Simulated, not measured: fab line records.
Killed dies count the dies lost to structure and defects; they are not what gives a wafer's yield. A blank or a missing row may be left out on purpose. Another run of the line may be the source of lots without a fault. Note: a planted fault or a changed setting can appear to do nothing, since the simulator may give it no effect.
8D (eight disciplines) problem report, filled in by code :: flow sfq-line :: the parts of the form that need people (team, actions taken, sign-off) are left out

## 1. WHAT IS WRONG
oes-product-au at SFQ_TRILAYER_M3_BARC_OPEN_METAL_ETCH_100 reads a mean of 0.747 a.u. on 1 wafer of 1 lot; wafers without a fault read 0.685 a.u. with a standard deviation of 0.0049. That puts it +13 standard deviations away from the usual mean.
The step: etches BARC in O2, target depth 125 nm, time 41.7 s.
The first sign was on wafer L558.2 at day 39 17:18, on rie-metal-01. The record holds 39 wafers of 13 lots with a number at this step. Rule for "out", or "out of limits": more than 4 standard deviations from the usual mean. The other wafers with a number count as sound.

## 2. WHAT IT IS, WHAT IT ISN'T
question: which readings at this step
is: oes-product-au, run-length-s
is not: drypump-motor-current-A

question: which lots
is: L558
is not: L549, L550, L551, L553, L554, L555, L556, L561, L568, L570, L571, L572

question: which wafers of those lots
is: L558.2
is not: L558.1, L558.6

question: read on which tools
is: rie-metal-01
is not: rie-metal-02, rie-metal-04

question: when
is: from day 39 17:18
is not: up to then (23 sound wafers); but 15 sound wafers of L561, L568, L570, L571, L572 came after

## 3. THE SUSPECTS, EACH WITH WHAT RULES IT OUT
Counting: if a tool at a process step up to the reading ran every lot that is out, it stays a suspect. Sound lots after the first of them don't rule it out here, since some wafers of a struck lot are sound.
- rie-metal-01 at SFQ_TRILAYER_M3_BARC_OPEN_METAL_ETCH_100 (etches BARC in O2, target depth 125 nm, time 41.7 s): kept. It ran the lot that is out, L558 (day 39 17:18); its last sound lot up to then is L556 (day 39 06:30). Its own readings are out on those wafers: oes-product-au, run-length-s.
After counting, what remains is rie-metal-01 at SFQ_TRILAYER_M3_BARC_OPEN_METAL_ETCH_100.

## 4. THE CAUSE (what the simulator had put in)
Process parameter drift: rie-metal-01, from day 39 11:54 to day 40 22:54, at SFQ_TRILAYER_M3_BARC_OPEN_METAL_ETCH_100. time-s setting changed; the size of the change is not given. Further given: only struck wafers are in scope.
Only this tool survived the counting.

## 5. THE CHAIN OF EFFECTS, in route order
One row per reading whose mean, taken over the struck wafers that have a number, lies over 3 standard deviations from the usual. Only readings whose record carries a usual standard deviation are examined. hours: median over the lots of the time between each lot's start at the first step of this table that gives one and its start at this step. sigmas: the change, counted in usual standard deviations.
hours: 0
step: SFQ_TRILAYER_M3_BARC_OPEN_METAL_ETCH_100
reading: oes-product-au
usual: 0.685 a.u.
on struck wafers: 0.747
change: +0.062
sigmas: +13

hours: 0
step: SFQ_TRILAYER_M3_BARC_OPEN_METAL_ETCH_100
reading: run-length-s
usual: 70.4 s
on struck wafers: 66.0
change: -4.4
sigmas: -5.0
The process steps in it:
- SFQ_TRILAYER_M3_BARC_OPEN_METAL_ETCH_100: etches BARC in O2, target depth 125 nm, time 41.7 s.
Readings that are blank on the struck wafers while sound wafers have them: bias-w at SFQ_TRILAYER_M3_BARC_OPEN_METAL_ETCH_100.

## 6. HOW IT WOULD HAVE BEEN CAUGHT EARLIER
In this record the first reading out of limits was taken at day 39 17:18, 5 hours after the fault began at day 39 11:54.
